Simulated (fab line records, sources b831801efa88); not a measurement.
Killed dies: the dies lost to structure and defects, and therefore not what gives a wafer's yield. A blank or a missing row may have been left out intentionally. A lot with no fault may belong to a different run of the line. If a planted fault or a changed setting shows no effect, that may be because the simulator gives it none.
fab line records | flow gf180mcu
record: lots: 5 wafers: 15 last_day: 34
route steps=602 shown SALICIDE@279 CONTACT@287 M1@315
lots untouched by any fault: they come from a run of this same line in which no faults occurred
start_h: the number of hours between the record's first day and the start of the first shown wafer of the lot | wait_h: how many hours have passed since the lot's step before this one | " as in the row above | L1.1+2: one row covering several wafers at once | - no value present, or no start provided | * or withheld: withheld | < > ~ a bound
route shown NAME@n: NAME is a module with steps in the file, n the number in the route of the first one | usual: mean and standard deviation over wafers with no fault | same: alike in all rows | chamber/n: place in a boat | sites: each site's reading | _std_site: how widely they spread, as a standard deviation | _edge_site: inner sites' mean taken away from outer sites' mean | radius_mm: for every site, how far away it sits from the centre of the wafer | mask NAME#n: copy n | behind: the tool/chamber that last shaped the wafer | hold: what put the lot on hold/how long, in hours/how the hold closed | device: which transistor (n, p or np) failed to switch | end of line: tests run on the same wafers once the route is complete | for a step that has no rows: nothing shown but its recipe | killed: at the first sort, the dies lost to defects and structure; wafer yield is something else | map: shows each die of a wafer: x if killed, . if not, _ if none is there
set.NAME: the setting the step ran with; set.NAME@STEP: the setting that earlier step ran with | model.NAME: the simulator's own value behind a step, which no gauge read
certain route steps with their lots: each step a table, each wafer a row
services: the hour from which a tool's chamber was out of use, counted from the record's first day as start_h (under 0 if before that day), plus the number of hours and why
== steps ==
step: GF_SALICIDE_WET_ETCH_01
recipe: chemistry: dHF target_depth_nm: 5 dry: ipa_marangoni target: SiO2 temp_c: 25 dilution: 100:1 time_s: 100
columns lot.wafer tool chamber start_h wait_h
L083.2+3+6 wet_bench-03 2 421.57 0.0
L085.2+3+6 wet_bench-02 1 438.04 0.0
L089.1+2+3 wet_bench-04 1 467.02 0.0
L090.1+2+4 wet_bench-04 0 480.32 0.0
L096.1+2+3 wet_bench-02 0 524.57 0.0
step: GF_SALICIDE_SPUTTER_02
recipe: material: Co target_thk_nm: 10 power_w: 1000 time_s: 20 chamber_pressure_pa: 0.4
usual: chamber_pressure_pa: 0.3999/0.00096 throttle_valve_pct: 30.6/1.1
columns lot.wafer tool chamber start_h wait_h chamber_pressure_pa throttle_valve_pct
L083.2 pvd_sputter-03 - 421.61 0.0 0.4014 29.7
L083.3 " - " " 0.3987 31.8
L083.6 " - " " 0.3999 31.3
L085.2 pvd_sputter-03 - 438.08 0.0 0.3997 31.8
L085.3 " - " " 0.4007 32.2
L085.6 " - " " 0.3990 32.1
L089.1 pvd_sputter-04 - 467.06 0.0 0.3938 29.8
L089.2 " - " " 0.4001 29.5
L089.3 " - " " 0.3999 30.9
L090.1 pvd_sputter-04 - 480.36 0.0 0.3991 29.5
L090.2 " - " " 0.3986 30.7
L090.4 " - " " 0.3997 29.5
L096.1 pvd_sputter-02 - 524.61 0.0 0.3999 29.5
L096.2 " - " " 0.3989 31.3
L096.3 " - " " 0.3987 31.6
step: GF_SALICIDE_SPUTTER_03
recipe: material: TiN target_thk_nm: 20 power_w: 6500 time_s: 16.7 chamber_pressure_pa: 0.4
usual: chamber_pressure_pa: 0.4001/0.00072 throttle_valve_pct: 30.6/1.1
columns lot.wafer tool chamber start_h wait_h chamber_pressure_pa throttle_valve_pct
L083.2 pvd_sputter-03 - 421.64 0.0 0.4002 29.6
L083.3 " - " " 0.4001 32.1
L083.6 " - " " 0.4010 31.0
L085.2 pvd_sputter-03 - 438.11 0.0 0.3992 31.9
L085.3 " - " " 0.4012 32.0
L085.6 " - " " 0.4004 32.3
L089.1 pvd_sputter-04 - 467.09 0.0 0.3997 29.8
L089.2 " - " " 0.3996 29.7
L089.3 " - " " 0.4000 30.8
L090.1 pvd_sputter-04 - 480.39 0.0 0.3992 29.6
L090.2 " - " " 0.3992 31.0
L090.4 " - " " 0.4013 29.5
L096.1 pvd_sputter-02 - 524.64 0.0 0.3999 29.4
L096.2 " - " " 0.4003 31.7
L096.3 " - " " 0.3995 31.8
step: GF_SALICIDE_RS_MEAS_04
recipe: thk_meas_gauge: four-point-probe reads: TiN_of_SALICIDE_SPUTTER_03+Co_of_SALICIDE_SPUTTER_02
usual: SALICIDE_TIN_RS: 16.4/0.32
columns lot.wafer tool chamber start_h wait_h SALICIDE_TIN_RS[ohm/sq]
L083.2 film_metro-01 - 421.68 0.0 16.5
L083.3 " - " " 16.1
L083.6 " - " " 16.6
L085.2 film_metro-01 - 438.16 0.0 16.0
L085.3 " - " " 16.3
L085.6 " - " " 16.3
L089.1 film_metro-02 - 467.11 0.0 16.2
L089.2 " - " " 16.6
L089.3 " - " " 16.5
L090.1 film_metro-01 - 480.41 0.0 16.5
L090.2 " - " " 16.5
L090.4 " - " " 16.2
L096.1 film_metro-04 - 524.66 0.0 16.8
L096.2 " - " " 16.7
L096.3 " - " " 17.1
step: GF_SALICIDE_THK_MEAS_05
recipe: thk_meas_gauge: xrf reads: TiN_of_SALICIDE_SPUTTER_03
usual: SALICIDE_TIN_THK: 20.0/0.31
columns lot.wafer tool chamber start_h wait_h SALICIDE_TIN_THK[nm]
L083.2 film_metro-01 - 421.79 0.1 20.2
L083.3 " - " " 19.9
L083.6 " - " " 20.0
L085.2 film_metro-01 - 438.27 0.1 20.1
L085.3 " - " " 20.4
L085.6 " - " " 20.2
L089.1 film_metro-02 - 467.23 0.1 20.5
L089.2 " - " " 19.6
L089.3 " - " " 19.8
L090.1 film_metro-01 - 480.53 0.1 19.8
L090.2 " - " " 19.9
L090.4 " - " " 20.6
L096.1 film_metro-04 - 524.78 0.1 20.0
L096.2 " - " " 19.7
L096.3 " - " " 19.5
step: GF_SALICIDE_RTA_06
recipe: temp_c: 530 time_s: 30 ambient: N2
usual: lamp_power_pct: 6.2/0.67 wafer_temp_C_max: 533.1/0.81
columns lot.wafer tool chamber start_h wait_h lamp_power_pct wafer_temp_C_max
L083.2 rtp_anneal-01 0 421.86 0.1 5.6 533.0
L083.3 " 0 " " 5.6 532.7
L083.6 " 0 " " 5.6 532.9
L085.2 rtp_anneal-01 0 438.34 0.1 5.6 532.3
L085.3 " 0 " " 5.6 532.1
L085.6 " 0 " " 5.6 532.3
L089.1 rtp_anneal-01 0 467.29 0.1 5.6 532.1
L089.2 " 0 " " 5.6 533.2
L089.3 " 0 " " 5.6 532.8
L090.1 rtp_anneal-01 0 480.59 0.1 5.6 532.3
L090.2 " 0 " " 5.6 533.6
L090.4 " 0 " " 5.6 533.1
L096.1 rtp_anneal-02 0 524.84 0.1 7.0 534.9
L096.2 " 0 " " 7.0 534.1
L096.3 " 0 " " 7.0 533.0
step: GF_SALICIDE_WET_ETCH_07
recipe: chemistry: SPM target_depth_nm: 120 dry: n2_spin
columns lot.wafer tool chamber start_h wait_h
L083.2+3+6 wet_bench-02 0 421.94 0.1
L085.2+3+6 wet_bench-02 0 438.42 0.1
L089.1+2+3 wet_bench-03 1 467.39 0.1
L090.1+2+4 wet_bench-02 0 480.69 0.1
L096.1+2+3 wet_bench-03 3 524.94 0.1
step: GF_SALICIDE_RTA_08
recipe: temp_c: 800 time_s: 30 ambient: N2
usual: lamp_power_pct: 18.0/1.8 wafer_temp_C_max: 805.2/1.2
columns lot.wafer tool chamber start_h wait_h lamp_power_pct wafer_temp_C_max
L083.2 rtp_anneal-02 0 422.05 0.0 19.4 803.9
L083.3 " 0 " " 19.4 806.1
L083.6 " 0 " " 19.4 805.9
L085.2 rtp_anneal-02 0 438.53 0.0 19.4 806.7
L085.3 " 0 " " 19.4 807.7
L085.6 " 0 " " 19.4 805.3
L089.1 rtp_anneal-02 0 467.58 0.0 19.4 805.0
L089.2 " 0 " " 19.4 805.1
L089.3 " 0 " " 19.4 805.7
L090.1 rtp_anneal-02 0 480.79 0.0 19.4 804.8
L090.2 " 0 " " 19.4 805.6
L090.4 " 0 " " 19.4 805.9
L096.1 rtp_anneal-01 0 525.13 0.0 15.6 805.4
L096.2 " 0 " " 15.6 803.1
L096.3 " 0 " " 15.6 804.7
step: GF_CONTACT_CVD_00
recipe: material: SiO2 target_thk_nm: 300 sigma_open_frac: 0.3 temp_c: 400 time_s: 50 sih4_flow_sccm: 60 pressure_mtorr: 6
columns lot.wafer tool chamber start_h wait_h
L083.2+3+6 hdpcvd-01 0,2,2 422.14 0.1
L085.2+3+6 hdpcvd-01 2,0,1 438.61 0.1
L089.1+2+3 hdpcvd-01 2,0,1 467.68 0.1
L090.1+2+4 hdpcvd-02 1,2,0 480.89 0.1
L096.1+2+3 hdpcvd-02 0,1,2 525.23 0.1
step: GF_CONTACT_THK_MEAS_01
recipe: reads: SiO2_of_CONTACT_CVD_00
usual: CONTACT_CVD_00_THK: 303/3.4
columns lot.wafer tool chamber start_h wait_h CONTACT_CVD_00_THK[nm]
L083.2 film_metro-04 - 422.19 0.0 300
L083.3 " - " " 296
L083.6 " - " " 296
L085.2 film_metro-04 - 438.67 0.0 302
L085.3 " - " " 308
L085.6 " - " " 307
L089.1 film_metro-02 - 467.72 0.0 306
L089.2 " - " " 308
L089.3 " - " " 309
L090.1 film_metro-04 - 480.93 0.0 297
L090.2 " - " " 301
L090.4 " - " " 304
L096.1 film_metro-03 - 525.27 0.0 302
L096.2 " - " " 301
L096.3 " - " " 304
step: GF_CONTACT_CVD_02
recipe: material: SiO2 target_thk_nm: 860 precursor: TEOS temp_c: 400 time_s: 95.992 rf_w: 600
usual: heater_power_w: 654/83
columns lot.wafer tool chamber start_h wait_h heater_power_w
L083.2 pecvd-02 2 422.24 0.0 610
L083.3 " 0 " " 690
L083.6 " 1 " " 687
L085.2 pecvd-04 2 438.72 0.0 742
L085.3 " 0 " " 798
L085.6 " 0 " " 821
L089.1 pecvd-01 0 467.78 0.1 567
L089.2 " 1 " " 643
L089.3 " 2 " " 635
L090.1 pecvd-01 0 480.99 0.1 583
L090.2 " 2 " " 722
L090.4 " 2 " " 753
L096.1 pecvd-02 0 525.33 0.1 563
L096.2 " 1 " " 785
L096.3 " 2 " " 657
step: GF_CONTACT_THK_MEAS_03
recipe: reads: SiO2_of_CONTACT_CVD_02
usual: CONTACT_CVD_02_THK: 861/14
columns lot.wafer tool chamber start_h wait_h CONTACT_CVD_02_THK[nm]
L083.2 film_metro-02 - 422.32 0.0 851
L083.3 " - " " 847
L083.6 " - " " 865
L085.2 film_metro-03 - 438.80 0.0 860
L085.3 " - " " 851
L085.6 " - " " 874
L089.1 film_metro-04 - 467.85 0.0 853
L089.2 " - " " 861
L089.3 " - " " 854
L090.1 film_metro-04 - 481.06 0.0 865
L090.2 " - " " 871
L090.4 " - " " 879
L096.1 film_metro-02 - 525.40 0.0 852
L096.2 " - " " 862
L096.3 " - " " 854
step: GF_CONTACT_CMP_04
recipe: material: SiO2 down_force_psi: 4 platen_rpm: 60 pad_velocity_m_s: 0.94248
usual: head_pressure_psi: 3.999/0.0088 motor_current_A: 12.2/0.87 time_to_endpoint_s: 114/6.5
columns lot.wafer tool chamber start_h wait_h head_pressure_psi motor_current_A time_to_endpoint_s
L083.3 cmp-02 2 422.37 0.0 3.982 11.1 109
L083.2 " 1 " " 3.994 12.5 108
L083.6 " 3 " " 4.007 11.6 114
L085.2 cmp-02 1 438.85 0.0 4.002 12.7 111
L085.3 " 0 " " 3.986 13.7 105
L085.6 " 1 " " 3.997 13.3 116
L089.2 cmp-02 1 467.91 0.0 4.004 13.2 112
L089.3 " 3 " " 3.982 11.5 107
L089.1 " 0 " " 4.011 14.1 111
L090.4 cmp-02 2 481.12 0.0 4.007 11.2 122
L090.1 " 0 " " 4.000 13.6 119
L090.2 " 1 " " 3.993 12.4 117
L096.3 cmp-01 1 525.46 0.0 3.993 11.3 109
L096.1 " 2 " " 4.000 11.8 114
L096.2 " 3 " " 3.996 13.1 111
step: GF_CONTACT_BOW_MEAS_05
recipe: mode: bow
usual: CONTACT_BOW: 64/7.6
columns lot.wafer tool chamber start_h wait_h CONTACT_BOW[um]
L083.2 film_metro-04 - 422.69 0.1 60
L083.3 " - " " 72
L083.6 " - " " 58
L085.2 film_metro-04 - 439.17 0.3 53
L085.3 " - " " 57
L085.6 " - " " 71
L089.1 film_metro-02 - 468.21 0.1 55
L089.2 " - " " 55
L089.3 " - " " 62
L090.1 film_metro-04 - 481.42 0.1 55
L090.2 " - " " 70
L090.4 " - " " 62
L096.1 film_metro-02 - 525.76 0.2 68
L096.2 " - " " 56
L096.3 " - " " 69
step: GF_CONTACT_DEHYDRATE_06
recipe: temp_c: 200 time_s: 60
columns lot.wafer tool chamber start_h wait_h
L083.2+3+6 litho_track-01 0 434.25 11.5
L085.2+3+6 litho_track-03 0 451.09 11.9
L089.1+2+3 litho_track-03 0 479.72 11.5
L090.1+2+4 litho_track-03 0 492.36 10.9
L096.1+2+3 litho_track-03 0 537.21 11.4
step: GF_CONTACT_HMDS_07
recipe: prime_time_s: 60 prime_temp_c: 120
columns lot.wafer tool chamber start_h wait_h
L083.2+3+6 litho_track-01 0 434.40 0.1
L085.2+3+6 litho_track-03 0 451.24 0.1
L089.1+2+3 litho_track-03 0 479.87 0.1
L090.1+2+4 litho_track-03 0 492.51 0.1
L096.1+2+3 litho_track-03 0 537.36 0.1
step: GF_CONTACT_COAT_08
recipe: resist: BARC temp_c: withheld time_s: withheld spin_rpm: withheld resist_thk_nm: withheld
columns lot.wafer tool chamber start_h wait_h
L083.2+3+6 litho_track-01 0 434.55 0.1
L085.2+3+6 litho_track-03 0 451.39 0.1
L089.1+2+3 litho_track-03 0 480.02 0.1
L090.1+2+4 litho_track-03 0 492.66 0.1
L096.1+2+3 litho_track-03 0 537.51 0.1
step: GF_CONTACT_COAT_09
recipe: resist: KrF spin_rpm: withheld resist_thk_nm: 1000
columns lot.wafer tool chamber start_h wait_h
L083.2+3+6 litho_track-01 0 - -
L085.2+3+6 litho_track-03 0 - -
L089.1+2+3 litho_track-03 0 - -
L090.1+2+4 litho_track-03 0 - -
L096.1+2+3 litho_track-03 0 - -
step: GF_CONTACT_SOFTBAKE_10
recipe: temp_c: 130 time_s: 60 resist: KrF
columns lot.wafer tool chamber start_h wait_h
L083.2+3+6 litho_track-01 0 - -
L085.2+3+6 litho_track-03 0 - -
L089.1+2+3 litho_track-03 0 - -
L090.1+2+4 litho_track-03 0 - -
L096.1+2+3 litho_track-03 0 - -
step: GF_CONTACT_EXPOSE_11
recipe: mask_id: Contact target_cd_nm: 220 na: 0.68 source_shape: conventional sigma_outer: 0.6 dose_mj: 38
usual: exposure_dose_mJ_cm2: 37.95/0.032
columns lot.wafer tool chamber start_h wait_h mask exposure_dose_mJ_cm2
L083.2 krf_scanner-02 0 - - Contact#0 37.94
L083.3 " 0 " " Contact#0 37.92
L083.6 " 0 " " Contact#0 37.96
L085.2 krf_scanner-01 0 - - Contact#0 37.97
L085.3 " 0 " " Contact#0 38.02
L085.6 " 0 " " Contact#0 37.95
L089.1 krf_scanner-01 0 - - Contact#0 37.91
L089.2 " 0 " " Contact#0 37.95
L089.3 " 0 " " Contact#0 37.89
L090.1 krf_scanner-02 0 - - Contact#0 37.94
L090.2 " 0 " " Contact#0 37.91
L090.4 " 0 " " Contact#0 37.92
L096.1 krf_scanner-01 0 - - Contact#0 37.94
L096.2 " 0 " " Contact#0 37.92
L096.3 " 0 " " Contact#0 37.92
step: GF_CONTACT_PEB_12
recipe: peb_temp_c: 135 peb_time_s: 90 resist: KrF
columns lot.wafer tool chamber start_h wait_h
L083.2+3+6 litho_track-03 0 - -
L085.2+3+6 litho_track-01 0 - -
L089.1+2+3 litho_track-04 0 - -
L090.1+2+4 litho_track-01 0 - -
L096.1+2+3 litho_track-01 0 - -
step: GF_CONTACT_DEVELOP_13
recipe: develop_time_s: 60 resist: KrF dev_temp_c: 21
same: develop_time_s: 60
columns lot.wafer tool chamber start_h wait_h
L083.2+3+6 litho_track-03 0 447.04 0.2
L085.2+3+6 litho_track-01 0 463.55 0.2
L089.1+2+3 litho_track-04 0 491.78 0.2
L090.1+2+4 litho_track-01 0 504.18 0.2
L096.1+2+3 litho_track-01 0 548.58 0.2
step: GF_CONTACT_CD_MEAS_14
recipe: target_cd_nm: 220
usual: cd_nm: 219.7/1.4
columns lot.wafer tool chamber start_h wait_h cd_nm
L083.2 cd_sem-02 - 447.19 0.1 220.5
L083.3 " - " " 220.2
L083.6 " - " " 219.2
L085.2 cd_sem-02 - 463.70 0.1 220.1
L085.3 " - " " 219.5
L085.6 " - " " 220.1
L089.1 cd_sem-02 - 492.68 0.9 221.6
L089.2 " - " " 219.9
L089.3 " - " " 220.3
L090.1 cd_sem-02 - 504.33 0.1 219.4
L090.2 " - " " 219.8
L090.4 " - " " 221.8
L096.1 cd_sem-02 - 548.73 0.1 218.4
L096.2 " - " " 218.9
L096.3 " - " " 218.0
step: GF_CONTACT_OVL_MEAS_15
usual: CONTACT_OVL: 0/5.9
columns lot.wafer tool chamber start_h wait_h CONTACT_OVL[nm]
L083.2 overlay-01 - 447.29 0.1 2
L083.3 " - " " 0
L083.6 " - " " -1
L085.2 overlay-02 - 463.80 0.1 4
L085.3 " - " " 12
L085.6 " - " " 5
L089.1 overlay-02 - 492.80 0.1 -6
L089.2 " - " " -2
L089.3 " - " " -7
L090.1 overlay-02 - 504.45 0.1 -12
L090.2 " - " " -7
L090.4 " - " " -14
L096.1 overlay-02 - 548.85 0.1 11
L096.2 " - " " 3
L096.3 " - " " 8
step: GF_CONTACT_ETCH_16
recipe: chemistry: N2/H2 target_depth_a: withheld overetch_a: withheld time_s: withheld target: BARC ion_energy_ev: 200 source_w: 500 bias_w: 100 pressure_mtorr: 30 n2_flow_sccm: 100 h2_flow_sccm: 200
usual: drypump_motor_current_A: 6.04/0.14 oes_product_au: 0.855/0.0052 throttle_valve_pct: 13.225/0.0088
columns lot.wafer tool chamber start_h wait_h drypump_motor_current_A oes_product_au throttle_valve_pct
L083.2 rie_diel-02 3 447.32 0.0 5.90 0.858 13.226
L083.3 " 0 " " 6.03 0.855 13.216
L083.6 " 0 " " 6.02 0.859 13.211
L085.2 rie_diel-02 0 463.83 0.0 5.99 0.843 13.229
L085.3 " 3 " " 5.91 0.861 13.232
L085.6 " 0 " " 6.04 0.855 13.234
L089.1 rie_diel-02 0 492.84 0.0 6.00 0.857 13.227
L089.2 " 2 " " 6.15 0.854 13.226
L089.3 " 1 " " 6.12 0.852 13.216
L090.1 rie_diel-02 2 504.48 0.0 6.18 0.852 13.224
L090.2 " 0 " " 6.04 0.857 13.226
L090.4 " 1 " " 6.08 0.857 13.229
L096.1 rie_diel-03 3 548.88 0.0 6.25 0.865 13.223
L096.2 " 1 " " 6.00 0.854 13.218
L096.3 " 0 " " 5.90 0.844 13.213
step: GF_CONTACT_ETCH_17
recipe: chemistry: C4F8/O2/Ar mask_material: KrF target: SiO2 stop_on: CoSi2 source_w: 1500 bias_w: 1200 pressure_mtorr: 40 c4f8_flow_sccm: withheld O2_flow_sccm: 6 Ar_flow_sccm: 300 time_s: withheld target_depth_a: 8600
usual: oes_product_au: 0.816/0.0047
columns lot.wafer tool chamber start_h wait_h oes_product_au
L083.2 rie_diel-02 3 - - 0.817
L083.3 " 0 " " 0.809
L083.6 " 0 " " 0.812
L085.2 rie_diel-02 0 - - 0.816
L085.3 " 3 " " 0.826
L085.6 " 0 " " 0.825
L089.1 rie_diel-02 0 - - 0.822
L089.2 " 2 " " 0.818
L089.3 " 1 " " 0.817
L090.1 rie_diel-02 2 - - 0.815
L090.2 " 0 " " 0.806
L090.4 " 1 " " 0.819
L096.1 rie_diel-03 3 - - 0.813
L096.2 " 1 " " 0.815
L096.3 " 0 " " 0.818
step: GF_CONTACT_STRIP_18
recipe: chemistry: O2/N2 power_w: 1400 pressure_mtorr: 1500 platen_temp_c: 250 o2_flow_sccm: 3000 n2_flow_sccm: 300 overash_fraction: 0.5
usual: drypump_motor_current_A: 5.52/0.27 heater_power_w: 345/37 oes_product_au: 0.581/0.0044
columns lot.wafer tool chamber start_h wait_h drypump_motor_current_A heater_power_w oes_product_au rf_hours_counter_h
L083.2 plasma_asher-01 1 447.48 - 5.20 375 0.576 32
L083.3 " 0 " " 5.47 320 0.591 -
L083.6 " 1 " " 5.20 381 0.584 -
L085.2 plasma_asher-01 1 464.00 - 5.23 378 0.580 34
L085.3 " 0 " " 5.53 329 0.576 -
L085.6 " 0 " " 5.57 319 0.576 -
L089.1 plasma_asher-01 1 493.00 - 5.21 372 0.583 37
L089.2 " 0 " " 5.48 326 0.579 37
L089.3 " 0 " " 5.53 324 0.576 -
L090.1 plasma_asher-04 1 504.65 - 5.32 291 0.584 92
L090.2 " 0 " " 6.06 358 0.578 92
L090.4 " 1 " " 5.31 290 0.582 -
L096.1 plasma_asher-02 0 549.05 - 5.65 316 0.584 13
L096.2 " 1 " " 5.56 407 0.578 13
L096.3 " 1 " " 5.53 400 0.578 -
step: GF_CONTACT_CLEAN_19
recipe: chemistry: SPM
columns lot.wafer tool chamber start_h wait_h
L083.2+3+6 wet_bench-03 2 447.58 0.1
L085.2+3+6 wet_bench-02 3 464.10 0.1
L089.1+2+3 wet_bench-01 2 493.10 0.1
L090.1+2+4 wet_bench-03 0 504.75 0.1
L096.1+2+3 wet_bench-02 0 549.15 0.1
step: GF_CONTACT_CLEAN_20
recipe: chemistry: DIW
columns lot.wafer tool chamber start_h wait_h
L083.2+3+6 wet_bench-01 0 447.68 0.0
L085.2+3+6 wet_bench-01 3 464.19 0.0
L089.1+2+3 wet_bench-02 2 493.19 0.0
L090.1+2+4 wet_bench-01 2 504.93 0.0
L096.1+2+3 wet_bench-03 3 549.25 0.0
step: GF_CONTACT_CLEAN_21
recipe: chemistry: dHF time_s: 20 dilution: 100:1 dry: ipa_marangoni
columns lot.wafer tool chamber start_h wait_h
L083.2+3+6 wet_bench-02 3 447.77 0.0
L085.2+3+6 wet_bench-02 1 464.28 0.0
L089.1+2+3 wet_bench-01 0 493.28 0.0
L090.1+2+4 wet_bench-02 1 505.02 0.0
L096.1+2+3 wet_bench-01 1 549.34 0.0
step: GF_CONTACT_SPUTTER_22
recipe: material: Ti target_thk_nm: 15 chamber_pressure_pa: 5 power_w: 2500 substrate_temp_c: 200 time_s: 80.02
usual: chamber_pressure_pa: 4.999/0.01 substrate_temp_c: 200.01/0.17 throttle_valve_pct: 30.7/1.2
columns lot.wafer tool chamber start_h wait_h chamber_pressure_pa substrate_temp_c throttle_valve_pct
L083.2 pvd_sputter-01 - 447.80 0.0 5.002 200.17 28.5
L083.3 " - " " 5.001 200.26 30.5
L083.6 " - " " 5.003 200.28 30.6
L085.2 pvd_sputter-02 - 464.29 0.0 5.004 199.96 31.5
L085.3 " - " " 5.000 199.92 31.8
L085.6 " - " " 5.016 199.93 29.5
L089.1 pvd_sputter-02 - 493.30 0.0 4.995 199.91 29.2
L089.2 " - " " 5.000 199.84 29.0
L089.3 " - " " 5.004 199.87 31.6
L090.1 pvd_sputter-02 - 505.04 0.0 5.010 200.06 31.4
L090.2 " - " " 4.996 200.08 31.7
L090.4 " - " " 4.999 199.86 29.1
L096.1 pvd_sputter-02 - 549.35 0.0 5.007 200.25 31.7
L096.2 " - " " 5.028 199.77 28.8
L096.3 " - " " 4.996 200.03 28.7
step: GF_CONTACT_SPUTTER_23
recipe: material: TiN target_thk_nm: 10 chamber_pressure_pa: 5 power_w: 4000 time_s: 40
usual: chamber_pressure_pa: 5.001/0.011 throttle_valve_pct: 30.7/1.2
columns lot.wafer tool chamber start_h wait_h chamber_pressure_pa throttle_valve_pct
L083.2 pvd_sputter-01 - 447.86 0.0 5.001 28.6
L083.3 " - " " 5.005 30.4
L083.6 " - " " 5.016 30.4
L085.2 pvd_sputter-02 - 464.36 0.0 5.012 31.4
L085.3 " - " " 5.013 31.7
L085.6 " - " " 4.995 29.0
L089.1 pvd_sputter-02 - 493.36 0.0 5.010 29.1
L089.2 " - " " 4.993 29.1
L089.3 " - " " 5.016 31.7
L090.1 pvd_sputter-02 - 505.10 0.0 4.999 31.4
L090.2 " - " " 5.024 31.6
L090.4 " - " " 4.989 29.2
L096.1 pvd_sputter-02 - 549.41 0.0 4.998 31.8
L096.2 " - " " 5.020 29.3
L096.3 " - " " 4.994 28.9
step: GF_CONTACT_CVD_24
recipe: material: W target_thk_nm: 300 time_s: 90.339 temp_c: 400 pressure_torr: 40
usual: heater_power_w: 909/68
columns lot.wafer tool chamber start_h wait_h heater_power_w
L083.2 cvd_w-02 0 447.90 0.0 979
L083.3 " 0 " " 964
L083.6 " 1 " " 916
L085.2 cvd_w-02 1 464.39 0.0 895
L085.3 " 1 " " 914
L085.6 " 0 " " 967
L089.1 cvd_w-02 1 493.40 0.0 909
L089.2 " 0 " " 980
L089.3 " 1 " " 915
L090.1 cvd_w-01 0 505.14 0.0 976
L090.2 " 1 " " 820
L090.4 " 1 " " 820
L096.1 cvd_w-02 0 549.45 0.0 967
L096.2 " 1 " " 911
L096.3 " 0 " " 998
step: GF_CONTACT_RS_MEAS_25
recipe: thk_meas_gauge: four-point-probe reads: W_of_CONTACT_CVD_24+TiN_of_CONTACT_SPUTTER_23+Ti_of_CONTACT_SPUTTER_22
usual: CONTACT_W_RS: 0.385/0.0057
columns lot.wafer tool chamber start_h wait_h CONTACT_W_RS[ohm/sq]
L083.2 film_metro-04 - 448.02 0.1 0.387
L083.3 " - " " 0.384
L083.6 " - " " 0.382
L085.2 film_metro-03 - 464.52 0.1 0.381
L085.3 " - " " 0.383
L085.6 " - " " 0.382
L089.1 film_metro-03 - 493.53 0.1 0.372
L089.2 " - " " 0.372
L089.3 " - " " 0.371
L090.1 film_metro-02 - 505.24 0.1 0.384
L090.2 " - " " 0.389
L090.4 " - " " 0.392
L096.1 film_metro-04 - 549.55 0.1 0.377
L096.2 " - " " 0.378
L096.3 " - " " 0.376
step: GF_CONTACT_THK_MEAS_26
recipe: thk_meas_gauge: xrf reads: W_of_CONTACT_CVD_24
usual: CONTACT_W_THK: 299/4.7
columns lot.wafer tool chamber start_h wait_h CONTACT_W_THK[nm]
L083.2 film_metro-04 - 448.13 0.1 300
L083.3 " - " " 301
L083.6 " - " " 303
L085.2 film_metro-03 - 464.63 0.1 299
L085.3 " - " " 297
L085.6 " - " " 297
L089.1 film_metro-03 - 493.65 0.1 309
L089.2 " - " " 309
L089.3 " - " " 308
L090.1 film_metro-02 - 505.36 0.1 301
L090.2 " - " " 298
L090.4 " - " " 294
L096.1 film_metro-04 - 549.67 0.1 307
L096.2 " - " " 306
L096.3 " - " " 307
step: GF_CONTACT_CMP_27
recipe: stop_on: SiO2 down_force_psi: 3.5 platen_rpm: 60 t_overpolish_s: 15 target_thk_nm: 0 pad_velocity_m_s: 0.94248
usual: head_pressure_psi: 3.498/0.0077 motor_current_A: 11.2/0.77 overpolish_run_s: 15.000/0.0087 time_to_endpoint_s: 73/3.2
columns lot.wafer tool chamber start_h wait_h head_pressure_psi motor_current_A overpolish_run_s time_to_endpoint_s
L083.2 cmp-02 2 448.18 0.0 3.497 10.1 14.996 80
L083.3 " 1 " " 3.496 11.0 15.003 78
L083.6 " 3 " " 3.494 10.8 15.011 78
L085.3 cmp-01 2 464.68 0.0 3.507 10.8 15.010 74
L085.2 " 1 " " 3.503 10.4 15.004 73
L085.6 " 2 " " 3.498 10.6 14.993 79
L089.1 cmp-01 2 493.74 0.1 3.492 11.9 14.991 76
L089.2 " 3 " " 3.502 11.5 15.011 69
L089.3 " 0 " " 3.518 11.3 14.996 74
L090.1 cmp-02 2 505.42 0.1 3.500 9.9 14.991 79
L090.4 " 0 " " 3.503 13.0 15.009 78
L090.2 " 1 " " 3.505 11.4 14.989 74
L096.3 cmp-02 0 549.73 0.0 3.509 12.2 15.005 74
L096.1 " 2 " " 3.475 10.0 15.013 79
L096.2 " 3 " " 3.513 11.2 15.013 75
step: GF_M1_SPUTTER_00
recipe: material: Ti target_thk_nm: 37.5 arriving_ion_energy_ev: 80 substrate_temp_c: 200 chamber_pressure_pa: 2 power_w: 4000 time_s: 150
usual: chamber_pressure_pa: 2.000/0.0043 substrate_temp_c: 200.00/0.18 throttle_valve_pct: 30.2/0.98
columns lot.wafer tool chamber start_h wait_h chamber_pressure_pa substrate_temp_c throttle_valve_pct
L083.2 pvd_sputter-02 - 448.48 0.2 2.000 199.96 31.4
L083.3 " - " " 1.998 200.09 29.3
L083.6 " - " " 1.998 199.73 31.4
L085.2 pvd_sputter-04 - 464.98 0.1 1.993 199.83 29.6
L085.3 " - " " 2.000 200.18 31.1
L085.6 " - " " 1.992 199.90 30.0
L089.1 pvd_sputter-01 - 494.04 0.2 2.001 199.93 30.4
L089.2 " - " " 2.005 200.00 31.1
L089.3 " - " " 2.011 199.96 30.6
L090.1 pvd_sputter-04 - 505.72 0.2 1.994 199.96 29.8
L090.2 " - " " 1.992 200.25 29.4
L090.4 " - " " 1.999 200.05 31.1
L096.1 pvd_sputter-01 - 550.03 0.1 1.993 200.07 30.6
L096.2 " - " " 2.004 199.86 28.9
L096.3 " - " " 2.000 200.17 31.0
== services ==
columns tool chamber start_h hours kind
cvd_w-02 0 399.59 12.8 repair
cmp-02 - 404.00 4.0 pm
krf_scanner-01 - 406.35 1.3 pm
cvd_w-02 1 407.23 6.4 repair
krf_scanner-01 - 410.89 0.5 repair
krf_scanner-01 - 425.27 2.1 repair
cmp-01 - 425.99 1.7 repair
pvd_sputter-01 - 426.73 2.6 repair
krf_scanner-01 - 434.04 1.0 pm
cmp-02 - 441.19 3.7 pm
cmp-01 - 445.52 0.5 repair
pvd_sputter-01 - 462.37 2.0 repair
cmp-01 - 466.60 1.4 repair
cvd_w-02 1 469.68 3.2 repair
cmp-02 - 478.65 1.6 repair
pvd_sputter-01 - 485.51 6.0 repair
wet_bench-03 - 496.59 1.9 pm
hdpcvd-01 0 503.46 9.4 repair
pvd_sputter-03 - 509.20 5.1 repair
hdpcvd-01 1 512.30 6.0 repair
krf_scanner-01 - 513.81 0.8 pm
rie_diel-02 - 514.42 2.8 pm
wet_bench-01 - 520.80 6.2 repair
pvd_sputter-01 - 539.14 2.1 repair
== key ==
fault none
